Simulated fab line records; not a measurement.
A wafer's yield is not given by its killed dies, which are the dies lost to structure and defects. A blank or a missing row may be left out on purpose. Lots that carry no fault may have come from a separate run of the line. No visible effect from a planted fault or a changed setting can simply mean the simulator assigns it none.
What tool caused it? / flow sky130 / 10 lots with 30 wafers sampled at 3 steps, on a route of 708 steps

## WHAT EACH GAUGE READ, for each wafer
SKY_VIA1_RS_MEAS_22: the measuring method here is four-point-probe.
lot=L994; measured=day 34 03:38; on=film-metro-03; VIA1_W_RS (ohm/sq)=0.426 0.420 0.426
lot=L995; measured=day 34 12:19; on=film-metro-03; VIA1_W_RS (ohm/sq)=0.423 0.428 0.423
lot=L996; measured=day 34 14:43; on=film-metro-02; VIA1_W_RS (ohm/sq)=0.436 0.432 0.528
lot=L107; measured=day 38 08:46; on=film-metro-03; VIA1_W_RS (ohm/sq)=0.425 0.427 0.419
lot=L109; measured=day 38 14:31; on=film-metro-04; VIA1_W_RS (ohm/sq)=0.427 0.432 0.427
lot=L111; measured=day 39 09:44; on=film-metro-02; VIA1_W_RS (ohm/sq)=0.426 0.437 0.424
lot=L112; measured=day 39 18:26; on=film-metro-02; VIA1_W_RS (ohm/sq)=0.434 0.423 0.428
lot=L113; measured=day 39 23:06; on=film-metro-04; VIA1_W_RS (ohm/sq)=0.430 0.421 0.434
lot=L114; measured=day 40 04:15; on=film-metro-04; VIA1_W_RS (ohm/sq)=0.429 0.418 0.426
lot=L116; measured=day 40 16:11; on=film-metro-03; VIA1_W_RS (ohm/sq)=0.414 0.410 0.413

## TOOL THAT RAN EACH LOT (tool first, then ch and the chambers of the sampled wafers, then the start)
lot=L994; SKY_METAL1_STRIP_20=plasma-asher-02 ch 0,1, day 32 22:55; SKY_VIA1_CVD_21=cvd-w-01 ch 0,1, day 34 03:31
lot=L995; SKY_METAL1_STRIP_20=plasma-asher-02 ch 0,1, day 33 06:50; SKY_VIA1_CVD_21=cvd-w-01 ch 0,1, day 34 12:11
lot=L996; SKY_METAL1_STRIP_20=plasma-asher-02 ch 0,1, day 33 09:35; SKY_VIA1_CVD_21=cvd-w-01 ch 0,1, day 34 14:37
lot=L107; SKY_METAL1_STRIP_20=plasma-asher-03 ch 0,1, day 37 03:48; SKY_VIA1_CVD_21=cvd-w-01 ch 0,1, day 38 08:40
lot=L109; SKY_METAL1_STRIP_20=plasma-asher-03 ch 1, day 37 10:01; SKY_VIA1_CVD_21=cvd-w-01 ch 0,1, day 38 14:24
lot=L111; SKY_METAL1_STRIP_20=plasma-asher-01 ch 0,1, day 38 06:26; SKY_VIA1_CVD_21=cvd-w-02 ch 0,1, day 39 09:37
lot=L112; SKY_METAL1_STRIP_20=plasma-asher-03 ch 0,1, day 38 15:32; SKY_VIA1_CVD_21=cvd-w-02 ch 0,1, day 39 18:20
lot=L113; SKY_METAL1_STRIP_20=plasma-asher-03 ch 0,1, day 38 19:20; SKY_VIA1_CVD_21=cvd-w-02 ch 0,1, day 39 23:01
lot=L114; SKY_METAL1_STRIP_20=plasma-asher-02 ch 0,1, day 39 01:52; SKY_VIA1_CVD_21=cvd-w-01 ch 0,1, day 40 04:10
lot=L116; SKY_METAL1_STRIP_20=plasma-asher-03 ch 0,1, day 39 12:19; SKY_VIA1_CVD_21=cvd-w-01 ch 0,1, day 40 16:04
- SKY_METAL1_STRIP_20: strips in O2/N2.
- SKY_VIA1_CVD_21: deposits W, target thk 270 nm, time 80.902 s.

## THE ANSWER, worked out from the rows above alone
Rule: the lots themselves supply what counts as usual. Put in order of their means at a reading, lots are off if they are a third of the lots or fewer, leave a main group of 4 or more, and stand apart from it by a gap of 3 or more times the standard deviation of the main group's means; of several such gaps the widest counts. A main group is skipped when, at the precision printed for the reading in the tables above, its means are all equal. Also off: a lot with no number at a reading for which 4 or more lots have one. All remaining lots with rows at the step are treated as sound.
Off: L996, at SKY_VIA1_RS_MEAS_22 (VIA1_W_RS). Main group: mean 0.425 ohm/sq, sd 0.0049.
If a tool, at a process step before that reading, ran all the lots that are off and no sound lot after the first of them, it fits. Gauges at SKY_VIA1_RS_MEAS_22: tried the same way as those tools. None of those tried fits.

## WHAT THE SIMULATOR HAD INSERTED
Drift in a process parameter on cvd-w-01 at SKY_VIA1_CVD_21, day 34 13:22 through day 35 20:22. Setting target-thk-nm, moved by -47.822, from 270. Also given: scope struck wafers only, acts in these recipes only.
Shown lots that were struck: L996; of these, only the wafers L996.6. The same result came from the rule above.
